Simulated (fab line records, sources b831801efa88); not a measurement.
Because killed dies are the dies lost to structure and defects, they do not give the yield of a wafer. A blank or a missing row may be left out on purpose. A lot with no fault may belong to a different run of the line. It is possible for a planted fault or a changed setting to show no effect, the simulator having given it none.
Which tool did it? / flow gf180mcu / 39 wafers from 14 lots sampled at 3 of the route's 602 steps

## WHAT THE GAUGES SHOWED, per wafer
GF_STI_THK_MEAS_02.
lot=L801; measured=day 1 11:31; on=film metro-03; STI_OXIDATION_THK (nm)=9.80 9.79 9.66
lot=L802; measured=day 1 16:32; on=film metro-02; STI_OXIDATION_THK (nm)=9.89 9.90 9.95
lot=L803; measured=day 1 21:31; on=film metro-01; STI_OXIDATION_THK (nm)=10.17 9.97 10.18
lot=L804; measured=day 2 02:52; on=film metro-03; STI_OXIDATION_THK (nm)=10.31 10.18 10.27
lot=L805; measured=day 2 07:31; on=film metro-02; STI_OXIDATION_THK (nm)=10.03 10.09 10.19
lot=L808; measured=day 2 22:47; on=film metro-03; STI_OXIDATION_THK (nm)=9.74 9.87
lot=L809; measured=day 3 04:46; on=film metro-02; STI_OXIDATION_THK (nm)=9.88 9.93
lot=L810; measured=day 3 08:46; on=film metro-01; STI_OXIDATION_THK (nm)=10.18 9.95
lot=L816; measured=day 4 15:22; on=film metro-02; STI_OXIDATION_THK (nm)=10.14 10.10 10.16
lot=L817; measured=day 4 19:31; on=film metro-01; STI_OXIDATION_THK (nm)=10.20 10.17 10.35
lot=L821; measured=day 5 15:31; on=film metro-02; STI_OXIDATION_THK (nm)=10.42 10.33 10.34
lot=L822; measured=day 5 20:31; on=film metro-02; STI_OXIDATION_THK (nm)=9.66 9.90 9.97
lot=L823; measured=day 6 02:01; on=film metro-01; STI_OXIDATION_THK (nm)=9.95 9.88 9.87
lot=L824; measured=day 6 07:07; on=film metro-02; STI_OXIDATION_THK (nm)=9.97 9.80 9.90

GF_STI_CD_MEAS_12 targets a cd of 220 nm.
lot=L801; measured=day 2 01:13; on=cd sem-01; cd nm (nm)=220.0 220.4 220.1
lot=L802; measured=day 2 06:16; on=cd sem-02; cd nm (nm)=219.7 220.3 219.0
lot=L803; measured=day 2 10:57; on=cd sem-01; cd nm (nm)=218.1 217.4 217.8
lot=L804; measured=day 2 16:37; on=cd sem-01; cd nm (nm)=218.7 218.5 218.5
lot=L805; measured=day 2 21:08; on=cd sem-01; cd nm (nm)=223.2 223.7 222.4
lot=L808; measured=day 3 12:46; on=cd sem-02; cd nm (nm)=220.7 130.7
lot=L809; measured=day 3 19:34; on=cd sem-01; cd nm (nm)=131.7 131.6
lot=L810; measured=day 4 00:31; on=cd sem-01; cd nm (nm)=128.9 129.5
lot=L816; measured=day 5 06:37; on=cd sem-02; cd nm (nm)=220.1 217.9 219.5
lot=L817; measured=day 5 11:16; on=cd sem-02; cd nm (nm)=219.7 220.3 219.8
lot=L821; measured=day 6 08:24; on=cd sem-02; cd nm (nm)=218.8 217.9 218.5
lot=L822; measured=day 6 12:55; on=cd sem-01; cd nm (nm)=223.7 223.2 222.1
lot=L823; measured=day 6 18:53; on=cd sem-02; cd nm (nm)=220.9 220.2 220.1
lot=L824; measured=day 7 00:19; on=cd sem-01; cd nm (nm)=218.8 220.1 220.7

## EACH LOT AND THE TOOL THAT RAN IT (in order: tool; ch and the chambers of the sampled wafers; start)
lot=L801; GF_STI_EXPOSE_09=krf scanner-02 ch 0, day 1 19:47
lot=L802; GF_STI_EXPOSE_09=krf scanner-01 ch 0, day 2 00:17
lot=L803; GF_STI_EXPOSE_09=krf scanner-02 ch 0, day 2 04:54
lot=L804; GF_STI_EXPOSE_09=krf scanner-01 ch 0, day 2 11:17
lot=L805; GF_STI_EXPOSE_09=krf scanner-02 ch 0, day 2 15:39
lot=L808; GF_STI_EXPOSE_09=krf scanner-02 ch 0, day 3 07:22
lot=L809; GF_STI_EXPOSE_09=krf scanner-02 ch 0, day 3 13:34
lot=L810; GF_STI_EXPOSE_09=krf scanner-02 ch 0, day 3 18:16
lot=L816; GF_STI_EXPOSE_09=krf scanner-01 ch 0, day 5 00:04
lot=L817; GF_STI_EXPOSE_09=krf scanner-01 ch 0, day 5 04:31
lot=L821; GF_STI_EXPOSE_09=krf scanner-02 ch 0, day 6 01:05
lot=L822; GF_STI_EXPOSE_09=krf scanner-01 ch 0, day 6 05:45
lot=L823; GF_STI_EXPOSE_09=krf scanner-01 ch 0, day 6 11:25
lot=L824; GF_STI_EXPOSE_09=krf scanner-01 ch 0, day 6 16:52
- GF_STI_EXPOSE_09: exposes mask COMP, target cd 220 nm.

## AS READ BY THE TOOLS THEMSELVES (means over the sampled wafers that have a number; for cases with no such wafer, the mark the record gives instead)
The record holds no such reading with a usual standard deviation.

## THE ANSWER, worked out from the rows above alone
Rule: the usual values come from the lots themselves. Put in order of their means at a reading, lots are off if they are a third of the lots or fewer, leave a main group of 4 or more, and stand apart from it by a gap of 3 or more times the standard deviation of the main group's means; of several such gaps the widest counts. If all means in a main group match to the digits the tables above print for the reading, that group is not used. Also off: a lot with no number at a reading for which 4 or more lots have one. Any other lot the step has rows for is counted as sound. After the gauges, taken in route order, come the tools' own readings; for these a lot's mean is taken, as printed above. The first step at which some lot is off is used, and at that step the reading that is off furthest; a lot without a number counts as furthest.
Off, at GF_STI_CD_MEAS_12 on cd nm: L808, L809, L810. Main group: mean 220.0 nm, sd 1.6.
A tool fits if, at a process step before that reading, it ran every lot that is off, and no sound lot after the first of them. Those tools and the gauges at GF_STI_CD_MEAS_12 are tried in the same way. Not one of the candidates tried fits.

## WHAT HAD BEEN PUT IN BY THE SIMULATOR
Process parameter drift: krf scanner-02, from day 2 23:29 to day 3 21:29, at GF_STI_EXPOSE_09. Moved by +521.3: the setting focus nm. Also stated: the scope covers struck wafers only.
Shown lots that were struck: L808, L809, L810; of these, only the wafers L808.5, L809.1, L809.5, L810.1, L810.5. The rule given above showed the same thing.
